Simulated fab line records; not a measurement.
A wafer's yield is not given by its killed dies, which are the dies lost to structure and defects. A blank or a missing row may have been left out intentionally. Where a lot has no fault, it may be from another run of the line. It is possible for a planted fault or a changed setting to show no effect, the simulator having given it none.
Which tool was responsible? | flow sky130 | 11 lots with 33 wafers sampled at 5 steps, on a route of 708 steps

== WHAT THE GAUGES SHOWED, per wafer ==
SKY_VIA1_RS_MEAS_22: measures by four-point-probe.
lot  | measured     | on            | VIA1_W_RS (ohm/sq)
L742 | day 34 07:26 | film_metro-01 | 0.412 0.423 0.415
L746 | day 35 04:07 | film_metro-04 | 0.432 0.420 0.429
L748 | day 35 15:28 | film_metro-01 | 0.419 0.425 0.418
L753 | day 37 08:28 | film_metro-01 | 0.418 0.423 0.423
L754 | day 37 13:12 | film_metro-01 | 0.417 0.412 0.415
L758 | day 39 08:07 | film_metro-01 | 0.434 0.429 0.428
L761 | day 39 19:38 | film_metro-02 | 0.420 0.429 0.419
L762 | day 39 22:43 | film_metro-04 | 0.420 0.423 0.432
L763 | day 41 01:43 | film_metro-04 | 0.412 0.413 0.422
L765 | day 41 02:16 | film_metro-02 | 0.423 0.423 0.421
L764 | day 41 09:13 | film_metro-02 | 0.417 0.431 0.420

SKY_METAL2_OVL_MEAS_16.
lot  | measured     | on         | METAL2_OVL (nm)
L742 | day 35 10:02 | overlay-01 | -9 -8 -4
L746 | day 36 06:28 | overlay-01 | 5 -7 4
L748 | day 36 18:15 | overlay-02 | -4 6 -1
L753 | day 38 10:02 | overlay-02 | 3 3 6
L754 | day 38 15:16 | overlay-01 | 9 7 7
L758 | day 40 09:07 | overlay-01 | 0 -3 -3
L761 | day 40 20:38 | overlay-01 | -4 0 -3
L762 | day 41 00:10 | overlay-01 | 9 5 8
L763 | day 42 02:14 | overlay-01 | 4 2 3
L765 | day 42 02:43 | overlay-02 | -4 0 -1
L764 | day 42 09:42 | overlay-01 | 3 -4 3

SKY_VIA2_THK_MEAS_01.
lot  | measured     | on            | VIA2_HDPCVD_THK (nm)
L742 | day 35 10:59 | film_metro-02 | 1149 1156 1153
L746 | day 36 07:25 | film_metro-03 | 1156 1150 1160
L748 | day 36 19:12 | film_metro-03 | 1167 1153 1159
L753 | day 38 10:59 | film_metro-01 | 1143 1719 1159
L754 | day 38 16:13 | film_metro-02 | 1165 1737 1157
L758 | day 40 10:02 | film_metro-01 | 1150 1141 1156
L761 | day 40 21:57 | film_metro-02 | 1133 1139 1138
L762 | day 41 01:42 | film_metro-03 | 1149 1151 1161
L763 | day 42 03:12 | film_metro-02 | 1156 1152 1158
L765 | day 42 03:41 | film_metro-03 | 1141 1157 1139
L764 | day 42 10:41 | film_metro-02 | 1143 1156 1147

== EACH LOT AND THE TOOL THAT RAN IT (in order: tool; ch and the chambers of the sampled wafers; start) ==
lot  | SKY_METAL2_STRIP_20                  | SKY_VIA2_HDPCVD_00
L742 | plasma_asher-02 ch 0,1, day 35 10:16 | hdpcvd-02 ch 0,1,2, day 35 10:54
L746 | plasma_asher-03 ch 0,1, day 36 06:41 | hdpcvd-01 ch 0,1,2, day 36 07:17
L748 | plasma_asher-04 ch 0,1, day 36 18:29 | hdpcvd-01 ch 0,1,2, day 36 19:03
L753 | plasma_asher-04 ch 0,1, day 38 10:16 | hdpcvd-01 ch 0,2, day 38 10:52
L754 | plasma_asher-03 ch 0,1, day 38 15:29 | hdpcvd-01 ch 0,1,2, day 38 16:04
L758 | plasma_asher-03 ch 0,1, day 40 09:20 | hdpcvd-02 ch 0,1, day 40 09:55
L761 | plasma_asher-02 ch 0, day 40 20:52   | hdpcvd-02 ch 1,2, day 40 21:49
L762 | plasma_asher-04 ch 0,1, day 41 00:23 | hdpcvd-02 ch 1,2, day 41 01:34
L763 | plasma_asher-02 ch 0,1, day 42 02:27 | hdpcvd-01 ch 1,2, day 42 03:04
L765 | plasma_asher-02 ch 0,1, day 42 02:56 | hdpcvd-01 ch 1,2, day 42 03:34
L764 | plasma_asher-04 ch 0,1, day 42 09:56 | hdpcvd-01 ch 0,2, day 42 10:32
- SKY_METAL2_STRIP_20: strips in O2/N2.
- SKY_VIA2_HDPCVD_00: deposits SiO2, target thk 1180 nm, time 192.2 s.

== AS READ BY THE TOOLS THEMSELVES (means over the sampled wafers that have a number; for cases with no such wafer, the mark the record gives instead) ==
SKY_METAL2_STRIP_20.
lot  | tool            | drypump_motor_current_A (A) | oes_product_au (a.u.) | strip_time_to_endpoint_s (s)
L742 | plasma_asher-02 | 5.8                         | 0.344                 | 2.70
L746 | plasma_asher-03 | 5.8                         | 0.337                 | 2.69
L748 | plasma_asher-04 | 5.5                         | 0.342                 | 2.67
L753 | plasma_asher-04 | 5.4                         | 0.340                 | 2.68
L754 | plasma_asher-03 | 5.8                         | 0.342                 | 2.69
L758 | plasma_asher-03 | 6.2                         | 0.345                 | 2.72
L761 | plasma_asher-02 | 5.4                         | 0.351                 | 2.72
L762 | plasma_asher-04 | 5.8                         | 0.341                 | 2.71
L763 | plasma_asher-02 | 5.8                         | 0.342                 | 2.69
L765 | plasma_asher-02 | 6.1                         | 0.342                 | 2.70
L764 | plasma_asher-04 | 5.5                         | 0.345                 | 2.73

SKY_VIA2_HDPCVD_00.
lot  | tool      | pressure_mtorr (mTorr) | sih4_flow_sccm (sccm)
L742 | hdpcvd-02 | 5.997                  | 59.99
L746 | hdpcvd-01 | 6.003                  | 59.94
L748 | hdpcvd-01 | 5.996                  | 59.84
L753 | hdpcvd-01 | 5.996                  | 70.07
L754 | hdpcvd-01 | 5.987                  | 70.13
L758 | hdpcvd-02 | 5.998                  | 60.17
L761 | hdpcvd-02 | 6.001                  | 59.93
L762 | hdpcvd-02 | 6.005                  | 59.96
L763 | hdpcvd-01 | 5.998                  | 59.87
L765 | hdpcvd-01 | 6.005                  | 59.95
L764 | hdpcvd-01 | 5.985                  | 60.18

== THE ANSWER, worked out from the rows above alone ==
Rule: usual is defined by the lots themselves. The widest of any qualifying gaps counts: lots, ordered by their means at a reading, are off when they make up no more than a third of the lots, leave a main group of 4 or more, and stand apart from it by 3 or more times the standard deviation of that group's means. A main group is skipped when, at the precision printed for the reading in the tables above, its means are all equal. Also off: a lot with no number at a reading for which 4 or more lots have one. All remaining lots with rows at the step are treated as sound. Order of review: gauges by route order, followed by the tools' own readings, for which a lot's mean as printed above is used. At the first step where some lot is off, the reading lying furthest off is the one used; lots without a number count as furthest.
Off: L753, L754, seen at SKY_VIA2_THK_MEAS_01 (VIA2_HDPCVD_THK). Mean 1151 nm and standard deviation 6.4 in the main group.
A tool fits if, at a process step before that reading, it ran every lot that is off, and no sound lot after the first of them. The gauges at SKY_VIA2_THK_MEAS_01 aren't tried: what is off there is off at SKY_VIA2_HDPCVD_00 too, on other tools, and a gauge's error can't cause that. Of those tried, none fits.

== WHAT HAD BEEN PUT IN BY THE SIMULATOR ==
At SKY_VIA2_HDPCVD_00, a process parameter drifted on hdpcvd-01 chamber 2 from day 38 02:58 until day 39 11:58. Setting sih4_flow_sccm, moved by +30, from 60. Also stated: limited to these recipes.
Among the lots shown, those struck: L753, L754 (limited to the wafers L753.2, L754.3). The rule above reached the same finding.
